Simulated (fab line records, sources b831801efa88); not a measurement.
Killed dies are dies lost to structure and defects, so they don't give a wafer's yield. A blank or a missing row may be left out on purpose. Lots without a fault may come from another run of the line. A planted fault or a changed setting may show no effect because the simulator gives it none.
A struck lot beside a sound one | flow gf180mcu | 14 steps out of a route of 602
Sound: wafers L331.1, L331.2, L331.6. Struck: wafers L320.1, L320.5, L320.6. The cause comes at the end.
At each step with rows: each side's tool, then ch and its chambers, then its first start. Under that, the readings that differ: sound wafers | struck wafers | difference of the means | sigmas: that difference in standard deviations of wafers without a fault.
alike: readings whose means differ by less than 2 such deviations, and words and numbers that are the same on both sides. not compared: withheld readings, readings that some wafer has no value for, bounds like >300 that may hide the same value, and numbers for which the record gives no deviation and whose values overlap.
The two part at a step that has a row with sigmas, a row that says differs or no value, or rows on one side only. Numbers that don't overlap but have no deviation are shown without sigmas and don't part them. A reading that every wafer of one side lacks parts them only if that side has two wafers or more.

first, 4 steps without rows for these wafers: GF_VT_IMPLANT_SOFTBAKE_03 (time 60 s); GF_VT_IMPLANT_EXPOSE_04 (exposes mask LVPWELL LV AREA, target cd 600 nm); GF_VT_IMPLANT_PEB_05; GF_VT_IMPLANT_DEVELOP_06 (develop time 60 s).
GF_VT_IMPLANT_OVL_MEAS_07:
  sound on overlay-02, day 10 11:32; struck on overlay-02, day 7 15:55
  alike: VT_IMPLANT_OVL
then, 1 step without rows for these wafers: GF_VT_IMPLANT_IMPLANT_08.
GF_VT_IMPLANT_STRIP_09: strips in O2/N2.
  sound on plasma_asher-01 ch 0,1, day 10 11:44; struck on plasma_asher-03 ch 0,1, day 7 16:07
  alike: drypump_motor_current_A, heater_power_w, oes_product_au, strip_time_to_endpoint_s
  not compared: rf_hours_counter_h
GF_VT_IMPLANT_TW_MEAS_10:
  sound on film_metro-03, day 10 11:50; struck on film_metro-01, day 7 16:13
  alike: VT_IMPLANT_TW
then, 4 steps without rows for these wafers: GF_VT_IMPLANT_DEHYDRATE_11 (time 60 s); GF_VT_IMPLANT_HMDS_12 (prime time 60 s); GF_VT_IMPLANT_COAT_13 (resist thk 1000 nm); GF_VT_IMPLANT_SOFTBAKE_14 (time 60 s).
GF_VT_IMPLANT_EXPOSE_15: exposes mask Nwell LV AREA, target cd 860 nm.
  sound on iline_stepper-02 ch 0, day 10 20:49; struck on iline_stepper-02, day 8 00:08
  no value came back on the struck wafers for exposure_dose_mJ_cm2, focus_offset_nm (nm); on the sound wafers exposure_dose_mJ_cm2 reads 140.15 139.84 139.85
  reading                            | sound                | struck               | difference | sigmas
  model.VT_IMPLANT.overlay_y_nm (nm) | 0.8807 0.8807 0.8807 | -0.451 -0.451 -0.451 | -1.332     |
  alike: mask
then, 1 step without rows for these wafers: GF_VT_IMPLANT_PEB_16.

WHERE THEY PART
Only at GF_VT_IMPLANT_EXPOSE_15, within this record.

WHY: what the simulator had put in
Skipped step whole: iline_stepper-02, from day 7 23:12 on, at GF_VT_IMPLANT_EXPOSE_15. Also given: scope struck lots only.
